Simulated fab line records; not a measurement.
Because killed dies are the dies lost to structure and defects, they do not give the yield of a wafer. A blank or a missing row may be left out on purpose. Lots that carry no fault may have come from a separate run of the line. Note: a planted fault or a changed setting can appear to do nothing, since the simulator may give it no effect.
Comparing a struck lot with a sound one || flow sky130 || 17 out of 708 route steps
Sound: these wafers, L684.1, L684.3, L684.4. Wafers struck: L689.3, L689.4, L689.5. The cause is named last.
Each step with rows lists, per side, the tool, then ch with its chambers, then its first start. Under that, the readings that differ: sound wafers || struck wafers || difference of the means || sigmas: that difference in standard deviations of wafers without a fault.
alike: same words and numbers on both sides, and readings whose means sit less than 2 such deviations apart. not compared: any withheld reading, any reading some wafer has no value for, any bound like >300 that may hide the same value, and any number with overlapping values for which the record gives no deviation.
Wherever a step has rows on one side only, a row that says differs or no value, or a row with sigmas, the two part there. Non-overlapping numbers with no deviation appear without sigmas and do not part them. A reading that every wafer of one side lacks parts them only if that side has two wafers or more.

SKY_LI_CONTACT_CMP_02: polishes PSG.
  sound on cmp-01 ch 1,2,3, day 33 08:51; struck on cmp-01 ch 0,2,3, day 34 13:19
  alike: motorCurrentA, slurryFilterDpKPa, timeToEndpointS
SKY_LI_CONTACT_BOW_MEAS_03:
  sound on filmMetro-01, day 33 09:06; struck on filmMetro-01, day 34 13:40
  alike: LI_CONTACT_BOW
then, 8 steps without rows for these wafers: SKY_LI_CONTACT_DEHYDRATE_04 (time 60 s); SKY_LI_CONTACT_HMDS_05 (prime time 60 s); SKY_LI_CONTACT_COAT_06 (resist thk 60 nm); SKY_LI_CONTACT_COAT_07 (resist thk 450 nm); SKY_LI_CONTACT_SOFTBAKE_08 (time 90 s); SKY_LI_CONTACT_EXPOSE_09 (exposes mask LICM1, target cd 170 nm); SKY_LI_CONTACT_PEB_10; SKY_LI_CONTACT_DEVELOP_11 (develop time 60 s).
SKY_LI_CONTACT_CD_MEAS_12 targets a cd of 170 nm.
  sound on cdSem-01, day 34 11:57; struck on cdSem-01, day 35 16:46
  alike: cdNm
SKY_LI_CONTACT_OVL_MEAS_13:
  sound on overlay-01, day 34 12:04; struck on overlay-01, day 35 16:52
  alike: LI_CONTACT_OVL
SKY_LI_CONTACT_ETCH_14: etches BARC in N2/H2, stops on SiO2, time 45.9 s, target depth 60 nm.
  sound on rieDiel-04 ch 1,2,3, day 34 12:06; struck on rieDiel-04 ch 0,1,2, day 35 16:53
{"reading": "oesProductAu (a.u.)", "sound": "0.860 0.857 0.854", "struck": "1.007 1.004 1.004", "difference": "+0.148", "sigmas": "+30"}
{"reading": "runLengthS (s)", "sound": "74.6 74.0 73.3", "struck": "48.9 48.6 49.5", "difference": -25.0, "sigmas": -66}
{"reading": "model.KrF-thick_of_LI_CONTACT_COAT_07.thkNm (nm)", "sound": "390.7 392.7 392", "struck": "416 416.8 415.8", "difference": "+24", "sigmas": ""}
{"reading": "model.etch.depthNm (nm)", "sound": "60.18 60.1 60.14", "struck": "36.47 35.71 36.41", "difference": -23.94, "sigmas": ""}
{"reading": "model.LI_CONTACT.cdNm (nm)", "sound": "168.3 168.9 168.9", "struck": "165.1 165.7 165.9", "difference": -3.1, "sigmas": ""}
  alike: drypumpMotorCurrentA, h2FlowSccm, n2FlowSccm, throttleValvePct
  not compared: rfHoursCounterH
SKY_LI_CONTACT_ETCH_15: etches PSG in C4F8/O2/Ar, stops on Si, target depth 600 nm.
  sound on rieDiel-04 ch 1,2,3, day 34 12:08; struck on rieDiel-04 ch 0,1,2, day 35 16:55
{"reading": "model.KrF-thick_of_LI_CONTACT_COAT_07.thkNm (nm)", "sound": "227 228.4 232.1", "struck": "257.2 258.3 254.1", "difference": "+27.4", "sigmas": ""}
{"reading": "model.LI_CONTACT.cdNm (nm)", "sound": "168.2 168.1 168.5", "struck": "164.6 165.4 165.1", "difference": -3.2, "sigmas": ""}
  alike: oesProductAu
SKY_LI_CONTACT_STRIP_16: strips in O2/N2.
  sound on plasmaAsher-03 ch 0,1, day 34 12:14; struck on plasmaAsher-03 ch 0,1, day 35 17:02
{"reading": "oesProductAu (a.u.)", "sound": "0.375 0.375 0.371", "struck": "0.381 0.387 0.389", "difference": "+0.012", "sigmas": "+2"}
{"reading": "stripTimeToEndpointS (s)", "sound": "3.466 3.464 3.501", "struck": "3.761 3.793 3.737", "difference": "+0.287", "sigmas": "+10"}
  alike: drypumpMotorCurrentA, n2FlowSccm
  not compared: rfHoursCounterH
then, 1 step without rows for these wafers: SKY_LI_CONTACT_CLEAN_17 (cleans in NMP, time 600 s).
-- the record jumps here: 15 days lie between the struck wafers' starts before and after (it left off in module LI_CONTACT and takes up again in module PAD_OPEN, whose first step shown is number 708 of the route) --
SKY_PAD_OPEN_PROBE_99:
  sound on prober-01, day 49 18:24; struck on prober-02, day 50 10:12
{"reading": "model.etest.liconPdiff.rcOhm", "sound": "562.7 600.3 586.9", "struck": "686.6 688.2 667.6", "difference": "+97.5", "sigmas": ""}
{"reading": "model.etest.liconHighPo.rcOhm", "sound": "350.1 342.1 343.3", "struck": "393.4 387.6 394.6", "difference": "+46.7", "sigmas": ""}
{"reading": "model.etest.nfet_01v8.rOnOhmUm", "sound": "825.8 822.9 839.3", "struck": "875.1 880.2 871.1", "difference": "+46.1", "sigmas": ""}
{"reading": "model.etest.liconNdiff.rcOhm", "sound": "183.5 179.5 182.3", "struck": "214.1 215.6 213.4", "difference": "+32.6", "sigmas": ""}
{"reading": "model.etest.sonosUncharged.rOnOhmUm", "sound": "812.5 796.7 823.8", "struck": "844.4 854.5 859.2", "difference": "+41.7", "sigmas": ""}
{"reading": "model.etest.liconPoly.rcOhm", "sound": "156.3 149.8 155.3", "struck": "167 171.7 176.3", "difference": "+18", "sigmas": ""}
  alike: killed_at_M0_to_M3, killed_at_M4_up, killedAtContacts, killedAtFrontEnd, killedAtOther, killedDies, killedOpen, killedShort
  not compared: model.etest.nfetG5v0d10v5.rOnOhmUm

## WHERE THEY PART
Last at SKY_LI_CONTACT_STRIP_16 as far as this record goes, first at SKY_LI_CONTACT_ETCH_14. Later steps at which nothing parts them and some readings are alike: SKY_PAD_OPEN_PROBE_99.

WHY: whatever the simulator had introduced
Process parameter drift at SKY_LI_CONTACT_ETCH_14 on rieDiel-04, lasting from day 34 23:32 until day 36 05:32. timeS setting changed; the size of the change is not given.
